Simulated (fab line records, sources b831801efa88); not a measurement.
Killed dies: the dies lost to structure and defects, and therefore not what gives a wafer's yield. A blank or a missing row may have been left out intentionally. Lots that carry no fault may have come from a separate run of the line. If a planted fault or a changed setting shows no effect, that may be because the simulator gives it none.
Split-lot experiment + flow sky130 + on a route of 708 steps: 5 lots, 23 wafers read

THE SPLIT ITSELF
At SKY_VIA4_SOFTBAKE_07 (time 60 s), the setting tempC was moved away from the recipe's 90 C on 8 of the 23 wafers read, by -3.0% to +3.1%. This setting was run at the recipe's value on the other wafers.

FROM THE SPLIT TO THE READING: what the file shows between them, 2 steps
- SKY_VIA4_EXPOSE_08: exposes mask VIM4, target cd 800 nm
- SKY_VIA4_PEB_09

THE READING
NOVOLAK_of_VIA4_COAT_06.thkNm (the simulator's own value, which no gauge read), in nm, at SKY_VIA4_DEVELOP_10 (develop time 60 s). The file gives no usual value for it. Here, 15 wafers ran the recipe; their average is 1140 nm with a standard deviation of 1.9 nm.

| wafer  | tool, chamber at the split | tempC as run, C | against the recipe | NOVOLAK_of_VIA4_COAT_06.thkNm, nm | against lot-mates on the recipe |
|--------|----------------------------|-----------------|--------------------|-----------------------------------|---------------------------------|
| L074.2 | lithoTrack-01, 0           | 90              | recipe             | 1139                              | -                               |
| L074.3 | lithoTrack-01, 0           | 90              | recipe             | 1141                              | -                               |
| L074.4 | lithoTrack-01, 0           | 90              | recipe             | 1143                              | -                               |
| L075.1 | lithoTrack-04, 0           | 90              | recipe             | 1141                              | -                               |
| L075.2 | lithoTrack-04, 0           | 90              | recipe             | 1142                              | -                               |
| L075.3 | lithoTrack-04, 0           | 87.28           | -3.0%              | 1147                              | +5                              |
| L075.5 | lithoTrack-04, 0           | 90              | recipe             | 1143                              | -                               |
| L075.6 | lithoTrack-04, 0           | 87.28           | -3.0%              | 1149                              | +7                              |
| L080.1 | lithoTrack-04, 0           | 90              | recipe             | 1139                              | -                               |
| L080.5 | lithoTrack-04, 0           | 90              | recipe             | 1139                              | -                               |
| L080.2 | lithoTrack-04, 0           | 90              | recipe             | 1140                              | -                               |
| L080.3 | lithoTrack-04, 0           | 90              | recipe             | 1136                              | -                               |
| L080.4 | lithoTrack-04, 0           | 90              | recipe             | 1141                              | -                               |
| L083.1 | lithoTrack-01, 0           | 91.11           | +1.2%              | 1139                              | +0                              |
| L083.6 | lithoTrack-01, 0           | 91.11           | +1.2%              | 1139                              | +0                              |
| L083.2 | lithoTrack-01, 0           | 90              | recipe             | 1139                              | -                               |
| L083.3 | lithoTrack-01, 0           | 90              | recipe             | 1139                              | -                               |
| L083.5 | lithoTrack-01, 0           | 91.11           | +1.2%              | 1136                              | -3                              |
| L085.1 | lithoTrack-01, 0           | 92.81           | +3.1%              | 1132                              | -10                             |
| L085.2 | lithoTrack-01, 0           | 92.81           | +3.1%              | 1134                              | -8                              |
| L085.3 | lithoTrack-01, 0           | 92.81           | +3.1%              | 1128                              | -14                             |
| L085.4 | lithoTrack-01, 0           | 90              | recipe             | 1142                              | -                               |
| L085.6 | lithoTrack-01, 0           | 90              | recipe             | 1142                              | -                               |

FIT RESULTS
A straight line over all 23 wafers: NOVOLAK_of_VIA4_COAT_06.thkNm changes by -2.68 nm for each +1% of tempC; r = -0.90; the points scatter about the line by 2 nm.
The same after taking each lot's own level away (the mean of its wafers on the recipe; 23 wafers): -2.66 nm for each +1%; r = -0.89; scatter 2.1 nm.
Per that fit: largest tempC move, reading shift of 8.3 nm.
Across the lots, their own levels run from 1139.0 to 1142.0 nm, a range of 1.6 times the standard deviation given above.
Hence the lot-to-lot level has little effect on the slope; both slopes agree.
Check: -8.11 nm against its lot-mates is what the line predicts for one of the wafers moved furthest among these (+3.1%) when that wafer is left out of the fit. Against them it came out at -10 nm.

FURTHER SPLITS ON THESE WAFERS
Before the reading, these wafers also passed through other splits. Each is held against what the fit with the lots' levels taken away leaves over:
| other split on the same wafers | wafers away from the commonest value | r with NOVOLAK_of_VIA4_COAT_06.thkNm (lot level and that fit taken away) |
|--------------------------------|--------------------------------------|--------------------------------------------------------------------------|
| SKY_METAL4_METAL_ETCH_18 timeS | 11                                   | -0.04                                                                    |
| SKY_VIA4_HDPCVD_00 timeS       | 10                                   | +0.00                                                                    |

FILE'S OWN FIT
NOVOLAK_of_VIA4_COAT_06.thkNm changes by -2.62 nm for each +1% of tempC, r = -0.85.
